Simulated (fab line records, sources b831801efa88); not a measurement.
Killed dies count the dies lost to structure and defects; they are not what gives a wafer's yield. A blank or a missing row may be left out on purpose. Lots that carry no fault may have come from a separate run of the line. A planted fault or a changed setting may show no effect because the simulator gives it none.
Which of the tools did it? || flow gf180mcu || 45 wafers from 15 lots sampled at 4 of the route's 602 steps

WHAT THE GAUGES READ, wafer by wafer
GF_VT_IMPLANT_OVL_MEAS_40. Usual: VT_IMPLANT_03_OVL gives -0.3 nm (standard deviation 1.5).
{"lot": "L389", "measured": "day 7 13:58", "on": "overlay-01", "VT_IMPLANT_03_OVL (nm)": "-3.2 -1.4 -0.4", "flag": ""}
{"lot": "L390", "measured": "day 7 19:13", "on": "overlay-01", "VT_IMPLANT_03_OVL (nm)": "-0.8 -0.7 -0.2", "flag": ""}
{"lot": "L391", "measured": "day 7 23:34", "on": "overlay-01", "VT_IMPLANT_03_OVL (nm)": "0.4 -0.3 -0.9", "flag": ""}
{"lot": "L393", "measured": "day 8 12:04", "on": "overlay-01", "VT_IMPLANT_03_OVL (nm)": "-0.6 -1.5 -0.6", "flag": ""}
{"lot": "L394", "measured": "day 8 20:40", "on": "overlay-01", "VT_IMPLANT_03_OVL (nm)": "2.0 1.7 0.8", "flag": ""}
{"lot": "L395", "measured": "day 9 02:32", "on": "overlay-01", "VT_IMPLANT_03_OVL (nm)": "1.4 0.2 0.1", "flag": ""}
{"lot": "L396", "measured": "day 9 10:22", "on": "overlay-02", "VT_IMPLANT_03_OVL (nm)": "-2.2 -0.4 -0.6", "flag": ""}
{"lot": "L400", "measured": "day 10 20:00", "on": "overlay-02", "VT_IMPLANT_03_OVL (nm)": "0.2 -1.0 -1.0", "flag": ""}
{"lot": "L404", "measured": "day 11 19:25", "on": "overlay-01", "VT_IMPLANT_03_OVL (nm)": "1.2 1.1 2.0", "flag": ""}
{"lot": "L406", "measured": "day 12 09:19", "on": "overlay-01", "VT_IMPLANT_03_OVL (nm)": "0.8 0.2 1.3", "flag": ""}
{"lot": "L407", "measured": "day 12 13:46", "on": "overlay-02", "VT_IMPLANT_03_OVL (nm)": "0.0 0.3 1.2", "flag": ""}
{"lot": "L409", "measured": "day 13 03:38", "on": "overlay-02", "VT_IMPLANT_03_OVL (nm)": "-1.7 -0.4 -0.2", "flag": ""}
{"lot": "L410", "measured": "day 13 11:52", "on": "overlay-01", "VT_IMPLANT_03_OVL (nm)": "-1.8 -1.2 0.3", "flag": ""}
{"lot": "L411", "measured": "day 13 19:19", "on": "overlay-02", "VT_IMPLANT_03_OVL (nm)": "1.3 0.8 1.2", "flag": ""}
{"lot": "L412", "measured": "day 14 04:50", "on": "overlay-01", "VT_IMPLANT_03_OVL (nm)": "0.4 -0.3 1.1", "flag": ""}

GF_POLY_GATE_THK_MEAS_17. Usual: POLY_GATE_OXIDATION_THK gives 3.96 nm (standard deviation 0.074).
{"lot": "L389", "measured": "day 9 07:26", "on": "film-metro-02", "POLY_GATE_OXIDATION_THK (nm)": "3.99 4.00 4.07", "flag": ""}
{"lot": "L390", "measured": "day 9 12:49", "on": "film-metro-02", "POLY_GATE_OXIDATION_THK (nm)": "3.97 4.08 4.02", "flag": ""}
{"lot": "L391", "measured": "day 9 17:22", "on": "film-metro-01", "POLY_GATE_OXIDATION_THK (nm)": "4.07 4.10 4.19", "flag": ""}
{"lot": "L393", "measured": "day 10 08:01", "on": "film-metro-02", "POLY_GATE_OXIDATION_THK (nm)": "4.04 3.92 4.04", "flag": ""}
{"lot": "L400", "measured": "day 12 17:40", "on": "film-metro-02", "POLY_GATE_OXIDATION_THK (nm)": "3.88 3.93 3.89", "flag": ""}
{"lot": "L404", "measured": "day 13 21:42", "on": "film-metro-04", "POLY_GATE_OXIDATION_THK (nm)": "3.91 3.92 3.93", "flag": ""}
{"lot": "L406", "measured": "day 14 10:46", "on": "film-metro-02", "POLY_GATE_OXIDATION_THK (nm)": "3.95 4.00 3.92", "flag": ""}
{"lot": "L407", "measured": "day 14 16:08", "on": "film-metro-01", "POLY_GATE_OXIDATION_THK (nm)": "4.00 3.84 3.95", "flag": ""}
{"lot": "L409", "measured": "day 15 12:49", "on": "film-metro-04", "POLY_GATE_OXIDATION_THK (nm)": "4.01 3.95 3.98", "flag": ""}
{"lot": "L410", "measured": "day 15 20:58", "on": "film-metro-04", "POLY_GATE_OXIDATION_THK (nm)": "3.99 3.89 3.89", "flag": ""}
{"lot": "L411", "measured": "day 16 06:39", "on": "film-metro-02", "POLY_GATE_OXIDATION_THK (nm)": "4.01 3.93 3.95", "flag": ""}
{"lot": "L412", "measured": "day 16 14:56", "on": "film-metro-02", "POLY_GATE_OXIDATION_THK (nm)": "3.99 3.94 4.03", "flag": ""}

WHICH TOOL RAN EACH LOT (tool, then ch and the chambers of the sampled wafers, then the start)
{"lot": "L389", "GF_NWELL_STRIP_10": "plasma-asher-02 ch 0,1, day 3 10:05", "GF_DUAL_GATE_EXPOSE_08": "iline-stepper-02 ch 0, day 8 00:39"}
{"lot": "L390", "GF_NWELL_STRIP_10": "plasma-asher-04 ch 0,1, day 3 13:26", "GF_DUAL_GATE_EXPOSE_08": "iline-stepper-02 ch 0, day 8 07:00"}
{"lot": "L391", "GF_NWELL_STRIP_10": "plasma-asher-01 ch 0,1, day 3 19:08", "GF_DUAL_GATE_EXPOSE_08": "iline-stepper-01 ch 0, day 8 10:20"}
{"lot": "L393", "GF_NWELL_STRIP_10": "plasma-asher-04 ch 0,1, day 4 03:56", "GF_DUAL_GATE_EXPOSE_08": "iline-stepper-01 ch 0, day 8 23:37"}
{"lot": "L394", "GF_NWELL_STRIP_10": "plasma-asher-01 ch 0,1, day 4 11:26", "GF_DUAL_GATE_EXPOSE_08": "iline-stepper-01, day 9 07:44"}
{"lot": "L395", "GF_NWELL_STRIP_10": "plasma-asher-02 ch 0,1, day 4 15:38", "GF_DUAL_GATE_EXPOSE_08": "iline-stepper-02, day 9 14:32"}
{"lot": "L396", "GF_NWELL_STRIP_10": "plasma-asher-01 ch 0,1, day 4 20:05", "GF_DUAL_GATE_EXPOSE_08": "iline-stepper-02, day 9 21:37"}
{"lot": "L400", "GF_NWELL_STRIP_10": "plasma-asher-01 ch 0,1, day 5 23:27", "GF_DUAL_GATE_EXPOSE_08": "iline-stepper-01 ch 0, day 11 07:50"}
{"lot": "L404", "GF_NWELL_STRIP_10": "plasma-asher-01 ch 0,1, day 6 19:30", "GF_DUAL_GATE_EXPOSE_08": "iline-stepper-01 ch 0, day 12 08:13"}
{"lot": "L406", "GF_NWELL_STRIP_10": "plasma-asher-02 ch 0,1, day 7 05:07", "GF_DUAL_GATE_EXPOSE_08": "iline-stepper-02 ch 0, day 12 21:34"}
{"lot": "L407", "GF_NWELL_STRIP_10": "plasma-asher-02 ch 0,1, day 7 09:29", "GF_DUAL_GATE_EXPOSE_08": "iline-stepper-01 ch 0, day 13 01:51"}
{"lot": "L409", "GF_NWELL_STRIP_10": "plasma-asher-04 ch 0,1, day 7 21:32", "GF_DUAL_GATE_EXPOSE_08": "iline-stepper-02 ch 0, day 13 17:21"}
{"lot": "L410", "GF_NWELL_STRIP_10": "plasma-asher-01 ch 0,1, day 8 04:17", "GF_DUAL_GATE_EXPOSE_08": "iline-stepper-02 ch 0, day 14 02:03"}
{"lot": "L411", "GF_NWELL_STRIP_10": "plasma-asher-04 ch 0,1, day 8 08:41", "GF_DUAL_GATE_EXPOSE_08": "iline-stepper-01 ch 0, day 14 08:35"}
{"lot": "L412", "GF_NWELL_STRIP_10": "plasma-asher-01 ch 0,1, day 8 16:17", "GF_DUAL_GATE_EXPOSE_08": "iline-stepper-01 ch 0, day 14 18:06"}
- GF_NWELL_STRIP_10: strips in O2/N2.
- GF_DUAL_GATE_EXPOSE_08: exposes mask Dualgate, target cd 700 nm.

WHAT THE TOOLS THEMSELVES READ (means of the sampled wafers that have a number; where no wafer has one, the mark that the record gives instead)
GF_NWELL_STRIP_10. Usual: drypump-motor-current-A 5.6 A, standard deviation 0.37; heater-power-w 311 W, standard deviation 46; o2-flow-sccm 3000 sccm, standard deviation 8; oes-product-au 0.722 a.u., standard deviation 0.0043; platen-temp-c 249.99 C, standard deviation 0.18; strip-time-to-endpoint-s 36.98 s, standard deviation 0.084.
{"lot": "L389", "tool": "plasma-asher-02", "drypump-motor-current-A (A)": 5.4, "heater-power-w (W)": 268, "o2-flow-sccm (sccm)": 2993, "oes-product-au (a.u.)": 0.723, "platen-temp-c (C)": 250.04, "strip-time-to-endpoint-s (s)": 36.99, "flag": ""}
{"lot": "L390", "tool": "plasma-asher-04", "drypump-motor-current-A (A)": 5.9, "heater-power-w (W)": 347, "o2-flow-sccm (sccm)": 3000, "oes-product-au (a.u.)": 0.727, "platen-temp-c (C)": 250.08, "strip-time-to-endpoint-s (s)": 37.03, "flag": ""}
{"lot": "L391", "tool": "plasma-asher-01", "drypump-motor-current-A (A)": 5.5, "heater-power-w (W)": 352, "o2-flow-sccm (sccm)": 3000, "oes-product-au (a.u.)": 0.722, "platen-temp-c (C)": 250.01, "strip-time-to-endpoint-s (s)": 37.07, "flag": ""}
{"lot": "L393", "tool": "plasma-asher-04", "drypump-motor-current-A (A)": 5.9, "heater-power-w (W)": 319, "o2-flow-sccm (sccm)": 2996, "oes-product-au (a.u.)": 0.722, "platen-temp-c (C)": 250.01, "strip-time-to-endpoint-s (s)": 37.04, "flag": ""}
{"lot": "L394", "tool": "plasma-asher-01", "drypump-motor-current-A (A)": 5.8, "heater-power-w (W)": 319, "o2-flow-sccm (sccm)": 2996, "oes-product-au (a.u.)": 0.722, "platen-temp-c (C)": 250.05, "strip-time-to-endpoint-s (s)": 37.03, "flag": ""}
{"lot": "L395", "tool": "plasma-asher-02", "drypump-motor-current-A (A)": 5.4, "heater-power-w (W)": 269, "o2-flow-sccm (sccm)": 3005, "oes-product-au (a.u.)": 0.723, "platen-temp-c (C)": 250.27, "strip-time-to-endpoint-s (s)": 37.01, "flag": ""}
{"lot": "L396", "tool": "plasma-asher-01", "drypump-motor-current-A (A)": 5.8, "heater-power-w (W)": 323, "o2-flow-sccm (sccm)": 2999, "oes-product-au (a.u.)": 0.721, "platen-temp-c (C)": 249.90, "strip-time-to-endpoint-s (s)": 37.14, "flag": ""}
{"lot": "L400", "tool": "plasma-asher-01", "drypump-motor-current-A (A)": 5.8, "heater-power-w (W)": 322, "o2-flow-sccm (sccm)": 3003, "oes-product-au (a.u.)": 0.720, "platen-temp-c (C)": 249.69, "strip-time-to-endpoint-s (s)": 36.98, "flag": ""}
{"lot": "L404", "tool": "plasma-asher-01", "drypump-motor-current-A (A)": 5.5, "heater-power-w (W)": 346, "o2-flow-sccm (sccm)": 3006, "oes-product-au (a.u.)": 0.725, "platen-temp-c (C)": 250.01, "strip-time-to-endpoint-s (s)": 36.93, "flag": ""}
{"lot": "L406", "tool": "plasma-asher-02", "drypump-motor-current-A (A)": 5.4, "heater-power-w (W)": 268, "o2-flow-sccm (sccm)": 2997, "oes-product-au (a.u.)": 0.721, "platen-temp-c (C)": 250.08, "strip-time-to-endpoint-s (s)": 36.99, "flag": ""}
{"lot": "L407", "tool": "plasma-asher-02", "drypump-motor-current-A (A)": 5.2, "heater-power-w (W)": 259, "o2-flow-sccm (sccm)": 3004, "oes-product-au (a.u.)": 0.725, "platen-temp-c (C)": 250.03, "strip-time-to-endpoint-s (s)": 37.10, "flag": ""}
{"lot": "L409", "tool": "plasma-asher-04", "drypump-motor-current-A (A)": 5.9, "heater-power-w (W)": 339, "o2-flow-sccm (sccm)": 3000, "oes-product-au (a.u.)": 0.720, "platen-temp-c (C)": 250.04, "strip-time-to-endpoint-s (s)": 36.96, "flag": ""}
{"lot": "L410", "tool": "plasma-asher-01", "drypump-motor-current-A (A)": 5.5, "heater-power-w (W)": 344, "o2-flow-sccm (sccm)": 3000, "oes-product-au (a.u.)": 0.721, "platen-temp-c (C)": 250.15, "strip-time-to-endpoint-s (s)": 36.98, "flag": ""}
{"lot": "L411", "tool": "plasma-asher-04", "drypump-motor-current-A (A)": 5.9, "heater-power-w (W)": 316, "o2-flow-sccm (sccm)": 2996, "oes-product-au (a.u.)": 0.721, "platen-temp-c (C)": 249.88, "strip-time-to-endpoint-s (s)": 36.93, "flag": ""}
{"lot": "L412", "tool": "plasma-asher-01", "drypump-motor-current-A (A)": 5.6, "heater-power-w (W)": 345, "o2-flow-sccm (sccm)": 3009, "oes-product-au (a.u.)": 0.722, "platen-temp-c (C)": 249.89, "strip-time-to-endpoint-s (s)": 36.90, "flag": ""}

GF_DUAL_GATE_EXPOSE_08. Usual: exposure-dose-mJ-cm2 140.01, standard deviation 0.14; focus-offset-nm 0.0 nm, standard deviation 0.59.
{"lot": "L389", "tool": "iline-stepper-02", "exposure-dose-mJ-cm2": 139.79, "focus-offset-nm (nm)": -0.3, "flag": ""}
{"lot": "L390", "tool": "iline-stepper-02", "exposure-dose-mJ-cm2": 139.79, "focus-offset-nm (nm)": -0.4, "flag": ""}
{"lot": "L391", "tool": "iline-stepper-01", "exposure-dose-mJ-cm2": 139.84, "focus-offset-nm (nm)": 0.4, "flag": ""}
{"lot": "L393", "tool": "iline-stepper-01", "exposure-dose-mJ-cm2": 139.99, "focus-offset-nm (nm)": -0.1, "flag": ""}
{"lot": "L394", "tool": "iline-stepper-01", "exposure-dose-mJ-cm2": "-", "focus-offset-nm (nm)": "-", "flag": "OFF"}
{"lot": "L395", "tool": "iline-stepper-02", "exposure-dose-mJ-cm2": "-", "focus-offset-nm (nm)": "-", "flag": "OFF"}
{"lot": "L396", "tool": "iline-stepper-02", "exposure-dose-mJ-cm2": "-", "focus-offset-nm (nm)": "-", "flag": "OFF"}
{"lot": "L400", "tool": "iline-stepper-01", "exposure-dose-mJ-cm2": 140.13, "focus-offset-nm (nm)": -0.2, "flag": ""}
{"lot": "L404", "tool": "iline-stepper-01", "exposure-dose-mJ-cm2": 139.91, "focus-offset-nm (nm)": 0.2, "flag": ""}
{"lot": "L406", "tool": "iline-stepper-02", "exposure-dose-mJ-cm2": 140.04, "focus-offset-nm (nm)": -0.5, "flag": ""}
{"lot": "L407", "tool": "iline-stepper-01", "exposure-dose-mJ-cm2": 139.87, "focus-offset-nm (nm)": 0.2, "flag": ""}
{"lot": "L409", "tool": "iline-stepper-02", "exposure-dose-mJ-cm2": 139.98, "focus-offset-nm (nm)": -0.4, "flag": ""}
{"lot": "L410", "tool": "iline-stepper-02", "exposure-dose-mJ-cm2": 140.10, "focus-offset-nm (nm)": 1.1, "flag": ""}
{"lot": "L411", "tool": "iline-stepper-01", "exposure-dose-mJ-cm2": 140.08, "focus-offset-nm (nm)": -0.1, "flag": ""}
{"lot": "L412", "tool": "iline-stepper-01", "exposure-dose-mJ-cm2": 140.13, "focus-offset-nm (nm)": 0.6, "flag": ""}

THE ANSWER, worked out from the rows above alone
Rule: a lot counts as off when the mean over its wafers that have a number is more than 3 standard deviations away from the usual mean. Also off: a lot with no number at a reading for which 4 or more lots have one. All remaining lots with rows at the step are treated as sound. Order of review: gauges by route order, followed by the tools' own readings, for which a lot's mean as printed above is used. The first step at which some lot is off is used, and at that step the reading that is off furthest; a lot without a number counts as furthest.
Off: L394, L395, L396, at GF_DUAL_GATE_EXPOSE_08 (exposure-dose-mJ-cm2). Without a number there: L394, L395, L396.
If a tool, at that step or one of the process steps before it, ran each lot that is off and ran no sound lot following the first of them, it fits. Not one of the candidates tried fits.

WHAT THE SIMULATOR PUT IN
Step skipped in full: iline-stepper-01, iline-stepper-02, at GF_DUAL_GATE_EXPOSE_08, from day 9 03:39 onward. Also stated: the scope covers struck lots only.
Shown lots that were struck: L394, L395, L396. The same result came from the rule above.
